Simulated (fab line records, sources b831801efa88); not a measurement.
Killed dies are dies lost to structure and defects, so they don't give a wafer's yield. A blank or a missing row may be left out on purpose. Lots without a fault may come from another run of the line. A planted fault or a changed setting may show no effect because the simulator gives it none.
One fault seen from 2 desks | flow gf180mcu | each desk has only its own numbers; what lay behind them comes last

THE TOOL OWNER'S DESK: rtp_anneal-02
The tool's own readings at GF_PSD_RTA_13 (time 20 s): means of the sampled wafers that have a number, for each lot that ran on this tool. A lot is out of limits, marked OUT, if its mean lies more than 4 standard deviations from the usual mean; the brackets give that distance.
Columns: A = lamp_power_pct at GF_PSD_RTA_13, usual 28.9 %; B = run_length_s at GF_PSD_RTA_13, usual 49.3 s; C = wafer_temp_C_max at GF_PSD_RTA_13, usual 1030.6
lot  | first seen here | A    | B              | C
L839 | day 14 17:26    | 27.5 | 49.1           | 1028.2
L843 | day 15 21:41    | 27.5 | 49.0           | 1028.8
L844 | day 16 02:31    | 27.5 | 49.1           | 1028.6
L850 | day 18 07:47    | 27.5 | 64.1 (+31) OUT | 1028.7
L851 | day 18 15:35    | 27.5 | 71.6 (+47) OUT | 1030.0
L859 | day 21 16:05    | 27.5 | 49.2           | 1028.9
L861 | day 22 14:08    | 27.5 | 49.1           | 1028.9
This desk's finding: out of limits on L850, L851; first on L850, day 18 07:47 (run_length_s at GF_PSD_RTA_13). In limits: L839, L843, L844, L859, L861.

THE METROLOGY DESK
What the gauges read, lot by lot, whatever tool the lot ran on: means of the sampled wafers that have a number. A lot is out of limits, marked OUT, if its mean lies more than 4 standard deviations from the usual mean; the brackets give that distance.
Columns: A = HV_LDD_2_TW at GF_HV_LDD_TW_MEAS_23, usual 1062; B = NSD_OVL at GF_NSD_OVL_MEAS_08, usual -0.8 nm; C = NSD_RS at GF_PSD_RS_MEAS_14, usual 46.12 ohm/sq; D = PSD_RS at GF_PSD_RS_MEAS_15, usual 108.59 ohm/sq
lot  | first seen here | A    | B    | C               | D
L839 | day 11 06:14    | 1058 | -2.5 | 46.18           | 108.96
L841 | day 11 17:22    | 1068 | -1.9 | 46.12           | 108.73
L842 | day 12 02:33    | 1066 | -2.2 | 46.02           | 108.37
L843 | day 12 06:15    | 1056 | 1.4  | 46.14           | 108.69
L844 | day 12 09:58    | 1060 | -0.6 | 46.10           | 108.31
L850 | day 14 12:50    | 1065 | -0.5 | 43.40 (-33) OUT | 104.09 (-15) OUT
L851 | day 14 20:59    | 1061 | -0.4 | 42.03 (-49) OUT | 100.95 (-25) OUT
L856 | day 16 10:50    | 1057 | -1.6 | 46.19           | 108.50
L857 | day 16 23:07    | 1061 | -2.1 | 46.16           | 108.72
L858 | day 17 10:01    | 1066 | 0.8  | 46.09           | 108.67
L859 | day 17 14:23    | 1065 | 0.3  | 46.07           | 108.21
L860 | day 18 01:09    | 1053 | -1.3 | 46.17           | 108.78
L861 | day 18 09:16    | 1063 | -1.3 | 46.15           | 108.62
This desk's finding: out of limits on L850, L851; first on L850, day 18 07:52 (NSD_RS at GF_PSD_RS_MEAS_14). In limits: L839, L841, L842, L843, L844, L856, L857, L858, L859, L860, L861.

PUT TOGETHER
The tool owner's desk could have raised an alarm at day 18 07:47, on L850, L851.
The metrology desk could have raised an alarm at day 18 07:52, on L850, L851.
Of the lots named, all ran GF_PSD_RTA_13 on rtp_anneal-02.

WHAT THE SIMULATOR HAD PUT IN
Process parameter drift: rtp_anneal-02, from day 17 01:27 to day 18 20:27, at GF_PSD_RTA_13. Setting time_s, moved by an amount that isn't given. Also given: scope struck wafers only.
Lots struck among those shown: L850, L851.
Hours from the fault's start to each desk's first reading out of limits: the tool owner's desk, 30; the metrology desk, 30.
